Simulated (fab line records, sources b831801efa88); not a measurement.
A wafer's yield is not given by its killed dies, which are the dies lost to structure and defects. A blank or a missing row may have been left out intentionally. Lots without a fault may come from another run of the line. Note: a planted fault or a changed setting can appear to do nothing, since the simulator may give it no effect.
A lot that was struck, set against a sound lot + flow gf180mcu + 15 steps out of a route of 602
Sound: these wafers, L470.1, L470.2, L470.6. Wafers L480.4, L480.5, L480.6 were the ones struck. The cause comes at the end.
Order at every step that has rows: each side's tool, ch and its chambers, its first start. Under that, the readings that differ: sound wafers + struck wafers + difference of the means + sigmas: that difference in standard deviations of wafers without a fault.
alike: same words and numbers on both sides, and readings whose means sit less than 2 such deviations apart. not compared: any withheld reading, any reading some wafer has no value for, any bound like >300 that may hide the same value, and any number with overlapping values for which the record gives no deviation.
Wherever a step has rows on one side only, a row that says differs or no value, or a row with sigmas, the two part there. Non-overlapping numbers with no deviation appear without sigmas and do not part them. Lack of a reading on every wafer of one side parts them only where that side has two or more wafers.

first, 4 steps without rows for these wafers: GF_M1_SOFTBAKE_10 (time 60 s); GF_M1_EXPOSE_11 (exposes mask Metal1, target cd 230 nm); GF_M1_PEB_12 (peb time 90 s); GF_M1_DEVELOP_13 (develop time 60 s).
GF_M1_CD_MEAS_14 targets a cd of 230 nm.
  sound on cd sem-02 at day 19 17:00; struck on cd sem-01 at day 22 22:50
  alike: cd nm
GF_M1_OVL_MEAS_15:
  sound on overlay-02 at day 19 17:07; struck on overlay-02 at day 22 22:55
  alike: M1_OVL
GF_M1_METAL_ETCH_16: etches the open film in Cl2/BCl3, stops on SiO2, target depth 627.5 nm, time 104.6 s.
  sound on rie metal-02 ch 0,1, day 19 17:09; struck on rie metal-01 ch 0,1, day 22 22:58
  alike: drypump motor current A, oes product au, throttle valve pct
  not compared: rf hours counter h
GF_M1_STRIP_17: strips in O2/N2.
  sound on plasma asher-02 ch 0,1, day 19 17:16; struck on plasma asher-04 ch 0,1, day 22 23:05
  alike: drypump motor current A, heater power w, oes product au, strip time to endpoint s
  not compared: rf hours counter h
then, 3 steps without rows for these wafers: GF_M1_STRIP_18 (strips in post etch residue remover, time 1200 s); GF_M1_CLEAN_19 (cleans in DIW); GF_V1_CVD_00 (deposits SiO2, target thk 600 nm, time 100 s).
GF_V1_THK_MEAS_01:
  sound on film metro-03 at day 19 17:53; struck on film metro-01 at day 22 23:43
  alike: V1_CVD_00_THK
GF_V1_CVD_02: deposits SiO2 from TEOS, target thk 850 nm, time 94.851 s.
  sound on pecvd-02 ch 0,1,2, day 19 17:57; struck on pecvd-02 ch 0,1,2, day 22 23:47
| reading          | sound             | struck            | difference | sigmas |
|------------------|-------------------|-------------------|------------|--------|
| run length s (s) | 121.8 122.9 122.8 | 125.6 125.2 124.2 | +2.5       | +5     |
  alike: heater power w
  not compared: model.SiO2_of_V1_CVD_02.thk nm
GF_V1_THK_MEAS_03:
  sound on film metro-02 at day 19 18:01; struck on film metro-02 at day 22 23:50
  alike: V1_CVD_02_THK
next, for these wafers, 1 step has no rows: GF_PASSIVATION_PROBE_99.

WHERE THEY PART
Within this record, at GF_V1_CVD_02 only. Later steps at which nothing parts them and some readings are alike: GF_V1_THK_MEAS_03.

WHY: what had been put in by the simulator
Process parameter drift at GF_V1_CVD_02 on pecvd-02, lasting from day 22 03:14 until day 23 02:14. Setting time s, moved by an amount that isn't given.
